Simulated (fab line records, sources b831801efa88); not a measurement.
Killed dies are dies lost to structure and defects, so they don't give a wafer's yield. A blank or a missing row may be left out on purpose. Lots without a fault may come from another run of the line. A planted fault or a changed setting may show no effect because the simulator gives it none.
Which tool did it? | flow sky130 | 11 lots, 33 wafers sampled, at 1 step of a route of 708

WHAT THE GAUGES READ, wafer by wafer
SKY_VIA3_THK_MEAS_23: measures by xrf.
lot  | measured     | on            | VIA3_W_THK (nm)
L844 | day 39 12:50 | film_metro-01 | 387 387 388
L845 | day 40 07:01 | film_metro-01 | 389 388 399
L846 | day 40 16:55 | film_metro-03 | 377 386 389
L847 | day 40 20:59 | film_metro-01 | 389 389 382
L848 | day 41 01:26 | film_metro-04 | 372 387 376
L857 | day 43 14:14 | film_metro-04 | 389 392 391
L858 | day 44 00:28 | film_metro-03 | 380 389 381
L859 | day 44 11:49 | film_metro-04 | 392 397 392
L860 | day 44 20:23 | film_metro-04 | 389 395 396
L863 | day 45 07:16 | film_metro-03 | 394 381 387
L865 | day 45 08:29 | film_metro-01 | 380 389 388

WHICH TOOL RAN EACH LOT (tool, then ch and the chambers of the sampled wafers, then the start)
The record holds no process step before these readings.

WHAT THE TOOLS THEMSELVES READ (means of the sampled wafers that have a number; where no wafer has one, the mark that the record gives instead)
The record holds no such reading with a usual standard deviation.

THE ANSWER, worked out from the rows above alone
Rule: what is usual is taken from the lots themselves. Put in order of their means at a reading, lots are off if they are a third of the lots or fewer, leave a main group of 4 or more, and stand apart from it by a gap of 3 or more times the standard deviation of the main group's means; of several such gaps the widest counts. A main group whose means are all the same, to the digits that the tables above print for the reading, isn't used. A lot without any number at a reading at which 4 lots or more have one is off too. The other lots that the step has rows for count as sound. The gauges are gone through in route order, then the tools' own readings, and for those a lot's mean is taken as printed above. The first step at which some lot is off is used, and at that step the reading that is off furthest; a lot without a number counts as furthest.
No lot is off at any reading shown: from this, nothing can be told.

WHAT THE SIMULATOR HAD PUT IN
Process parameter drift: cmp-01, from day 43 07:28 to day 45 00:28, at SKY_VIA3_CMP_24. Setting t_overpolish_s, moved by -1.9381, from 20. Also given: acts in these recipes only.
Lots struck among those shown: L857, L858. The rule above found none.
